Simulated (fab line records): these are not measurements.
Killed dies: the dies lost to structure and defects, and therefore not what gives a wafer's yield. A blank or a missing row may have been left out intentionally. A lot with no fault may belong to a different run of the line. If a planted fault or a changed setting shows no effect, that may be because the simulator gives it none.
Problem report, 8D (eight disciplines) form, completed by code | flow gf180mcu | the parts of the form that need people (team, actions taken, sign-off) are left out

## 1. THE ISSUE
A mean of 284.3 nm is read at GF_M2_CD_MEAS_14 for cd nm, taken on 1 wafer of 1 lot, against 280.5 nm (standard deviation 0.85) on wafers free of any fault. That puts it +4.5 standard deviations away from the usual mean.
The step: target cd 280 nm.
First seen on wafer L981.4, day 22 08:35, on cd sem-02. At this step, 33 wafers from 11 lots have a number in the record. By rule, "out" or "out of limits" means more than 4 standard deviations away from the usual mean. The other wafers with a number count as sound.

## 2. WHAT IT IS AND WHAT IT IS NOT
question                    | is                | is not
which readings at this step | cd nm             | -
which lots                  | L981              | L971, L973, L983, L984, L986, L988, L989, L991, L992, L993
which wafers of those lots  | L981.4            | L981.1, L981.6
read on which gauges        | cd sem-02         | cd sem-01
when                        | from day 22 08:35 | up to then (8 sound wafers); but 24 sound wafers of L983, L984, L986, L988, L989, L991, L992, L993 came after

## 3. THE SUSPECTS, EACH WITH WHAT RULES IT OUT
Counting: if a tool at a process step up to the reading ran every lot that is out, it stays a suspect. Sound lots after the first of them don't rule it out here, since some wafers of a struck lot are sound.
- the gauge at GF_M2_CD_MEAS_14 has been ruled out. All the wafers that are out were read on cd sem-02, but those of them that GF_M2_STRIP_17 has rows for are out there too, on other tools.
- pvd sputter-04 at GF_V1_SPUTTER_21 (material Ti, target thk 15 nm, time 80.02 s): kept. It ran the lot that is out, L981 (day 21 09:55).
- pvd sputter-02 at GF_M2_SPUTTER_00 (material Ti, target thk 37.5 nm, time 150 s): kept. It ran the lot that is out, L981 (day 21 10:36); its last sound lot up to then is L971 (day 19 00:44).
- pvd sputter-02 at GF_M2_SPUTTER_02 (material AlCu, target thk 450 nm, time 23.9 s): kept. It ran the lot that is out, L981 (day 21 10:44); its last sound lot up to then is L971 (day 19 00:53).
- litho track-02 at GF_M2_COAT_09 (resist thk 1000 nm): kept. It ran the lot that is out, L981 (day 21 21:44); its last sound lot up to then is L971 (day 19 13:32).
Left after counting: pvd sputter-04 at GF_V1_SPUTTER_21, pvd sputter-02 at GF_M2_SPUTTER_00, pvd sputter-02 at GF_M2_SPUTTER_02, litho track-02 at GF_M2_COAT_09.

## 4. THE CAUSE (what the simulator had put in)
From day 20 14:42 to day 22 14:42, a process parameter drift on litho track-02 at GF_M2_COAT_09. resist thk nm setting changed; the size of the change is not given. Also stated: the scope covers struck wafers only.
After counting, 4 suspects remain, this tool included.

## 5. SEQUENCE OF EFFECTS, ordered by route
One row per reading whose mean, taken over the struck wafers that have a number, lies over 3 standard deviations from the usual. Readings are gone through only where the record gives a usual standard deviation; hours: the median, over the lots, of the time from a lot's start at the first step in this table giving one to that lot's start at this step; sigmas: the change measured in usual standard deviations.
hours | step             | reading                  | usual      | on struck wafers | change | sigmas
0     | GF_M2_CD_MEAS_14 | cd nm                    | 280.5 nm   | 284.3            | +3.8   | +4.5
0     | GF_M2_STRIP_17   | oes product au           | 0.538 a.u. | 0.566            | +0.028 | +4.8
0     | GF_M2_STRIP_17   | strip time to endpoint s | 7.40 s     | 8.18             | +0.78  | +11
It contains these process steps:
- GF_M2_STRIP_17: strips in O2/N2.

## 6. WHAT WOULD HAVE CAUGHT IT SOONER
Counted from the fault's start at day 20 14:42, it took 42 hours until the first out-of-limits reading at a measuring or inspecting step in this record, taken at day 22 08:35.
Lots out: 1; all had begun GF_M2_COAT_09 on litho track-02 by day 22 08:35. None of them would have been spared by holding the tool at that moment.
